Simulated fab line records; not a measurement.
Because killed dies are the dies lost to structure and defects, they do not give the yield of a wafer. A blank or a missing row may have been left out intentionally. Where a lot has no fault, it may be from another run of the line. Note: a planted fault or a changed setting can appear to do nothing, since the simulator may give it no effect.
One fault through the eyes of 2 desks || flow gf180mcu || each desk holds nothing but its own numbers, with what lay behind them at the end

== DESK OF THE TOOL OWNER: implanter-03 ==
For each lot that ran on this tool, the mean over its sampled wafers that have a number, from the tool's own readings at GF_HV_LDD_IMPLANT_35. Any lot whose mean is over 4 standard deviations away from the usual mean is out of limits and marked OUT; that distance is given in the brackets.
Columns: A = dose ions cm2 at GF_HV_LDD_IMPLANT_35, usual 7.503e+12
{"lot": "L620", "first seen here": "day 14 12:41", "A": 7.509e+12}
{"lot": "L631", "first seen here": "day 18 05:33", "A": 7.507e+12}
{"lot": "L632", "first seen here": "day 18 11:13", "A": "7.824e+12 (+41) OUT"}
{"lot": "L633", "first seen here": "day 18 17:56", "A": "7.824e+12 (+41) OUT"}
Finding of this desk: L632, L633 out of limits; the first was L632 at day 18 11:13, on dose ions cm2 at GF_HV_LDD_IMPLANT_35. L620, L631 stayed within limits.

== THE METROLOGY DESK ==
Means of the sampled wafers that have a number, per lot and without regard to the tool the lot ran on: this is what the gauges read. Any lot whose mean is over 4 standard deviations away from the usual mean is out of limits and marked OUT; that distance is given in the brackets.
Columns: A = V3_CVD_00_THK at GF_V3_THK_MEAS_01, usual 605 nm
{"lot": "L613", "first seen here": "day 22 06:43", "A": 597}
{"lot": "L614", "first seen here": "day 22 08:04", "A": 606}
{"lot": "L615", "first seen here": "day 22 22:04", "A": 606}
{"lot": "L616", "first seen here": "day 23 06:53", "A": 613}
{"lot": "L617", "first seen here": "day 23 18:22", "A": 612}
{"lot": "L618", "first seen here": "day 23 21:18", "A": 609}
{"lot": "L620", "first seen here": "day 24 14:47", "A": 607}
{"lot": "L622", "first seen here": "day 25 08:20", "A": 603}
{"lot": "L623", "first seen here": "day 25 18:08", "A": 594}
{"lot": "L624", "first seen here": "day 25 23:52", "A": 609}
{"lot": "L627", "first seen here": "day 27 02:12", "A": 600}
{"lot": "L631", "first seen here": "day 28 16:46", "A": 608}
{"lot": "L632", "first seen here": "day 28 19:18", "A": 595}
{"lot": "L633", "first seen here": "day 29 00:22", "A": 609}
This desk found nothing out of limits on any of the 14 lots.

== PUT TOGETHER ==
The tool owner's desk had the chance to raise an alarm at day 18 11:13 on L632, L633.
Nothing out of limits was seen by the metrology desk.
The metrology desk has L632, L633 on record, within its limits.
Every lot named ran GF_HV_LDD_IMPLANT_35 on implanter-03.

== WHAT WAS PUT IN BY THE SIMULATOR ==
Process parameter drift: implanter-03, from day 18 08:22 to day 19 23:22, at GF_HV_LDD_IMPLANT_35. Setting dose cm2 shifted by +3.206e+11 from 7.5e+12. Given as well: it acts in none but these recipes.
Struck lots among those shown: L632, L633.
How many hours passed from the start of the fault until each desk's first out-of-limits reading: the tool owner's desk, 3.
